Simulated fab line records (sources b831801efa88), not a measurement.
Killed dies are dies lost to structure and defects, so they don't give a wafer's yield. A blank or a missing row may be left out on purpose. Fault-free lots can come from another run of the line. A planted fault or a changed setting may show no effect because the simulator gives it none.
Which tool did it? -- flow gf180mcu -- 6 lots with 18 wafers sampled at 4 steps, on a route of 602 steps

WHAT EACH GAUGE READ, for each wafer
GF_DUAL_GATE_THK_MEAS_03.
lot,measured,on,DUAL_GATE_OXIDATION_00_THK (nm)
L801,day 8 04:53,film metro-02,10.94 10.71 10.89
L805,day 9 00:41,film metro-04,10.68 10.37 10.57
L812,day 11 04:05,film metro-04,10.69 10.61 10.80
L815,day 11 20:26,film metro-02,16.86 16.87 16.95
L819,day 13 00:49,film metro-04,10.67 10.68 10.80
L823,day 14 02:10,film metro-04,10.90 10.72 10.90

WHAT TOOL EACH LOT RAN ON (gives the tool, then ch and the chambers of the sampled wafers, and finally the start)
lot,GF_MVPSD_STRIP_10,GF_VT_IMPLANT_STRIP_09,GF_DUAL_GATE_OXIDATION_02
L801,"plasma asher-04 ch 0,1, day 5 10:52","plasma asher-02 ch 0,1, day 6 00:35","furnace-01 ch 0, day 8 03:27"
L805,"plasma asher-04 ch 0,1, day 6 07:18","plasma asher-03 ch 0,1, day 6 21:55","furnace-02 ch 0, day 8 23:13"
L812,"plasma asher-04 ch 0,1, day 8 04:45","plasma asher-04 ch 0,1, day 8 20:32","furnace-02 ch 0, day 11 02:38"
L815,"plasma asher-02 ch 0,1, day 8 18:52","plasma asher-04 ch 0,1, day 9 12:12","furnace-01 ch 0, day 11 18:58"
L819,"plasma asher-01 ch 0,1, day 9 18:41","plasma asher-03 ch 0,1, day 10 11:59","furnace-02 ch 0, day 12 23:22"
L823,"plasma asher-01 ch 0,1, day 10 17:53","plasma asher-04 ch 0,1, day 11 13:01","furnace-02 ch 0, day 14 00:41"
- GF_MVPSD_STRIP_10: strips in O2/N2.
- GF_VT_IMPLANT_STRIP_09: strips in O2/N2.
- GF_DUAL_GATE_OXIDATION_02: stabilise 600 s, purge 300 s, target thk 10.887 nm.

THE ANSWER, worked out from the rows above alone
Rule: what is usual is taken from the lots themselves. Put in order of their means at a reading, lots are off if they are a third of the lots or fewer, leave a main group of 4 or more, and stand apart from it by a gap of 3 or more times the standard deviation of the main group's means; of several such gaps the widest counts. If all means in a main group match to the digits the tables above print for the reading, that group is not used. Also off: a lot with no number at a reading for which 4 or more lots have one. Any other lot the step has rows for is counted as sound.
Off: L815, seen at GF_DUAL_GATE_THK_MEAS_03 (DUAL_GATE_OXIDATION_00_THK). For the main group the mean is 10.73 nm and the standard deviation 0.11.
If a tool, at a process step before that reading, ran all the lots that are off and no sound lot after the first of them, it fits. Gauges at GF_DUAL_GATE_THK_MEAS_03: tried the same way as those tools. Can't be told from this: 3 tools fit, plasma asher-02 at GF_MVPSD_STRIP_10, furnace-01 at GF_DUAL_GATE_OXIDATION_02, film metro-02 at GF_DUAL_GATE_THK_MEAS_03.

WHAT THE SIMULATOR HAD INSERTED
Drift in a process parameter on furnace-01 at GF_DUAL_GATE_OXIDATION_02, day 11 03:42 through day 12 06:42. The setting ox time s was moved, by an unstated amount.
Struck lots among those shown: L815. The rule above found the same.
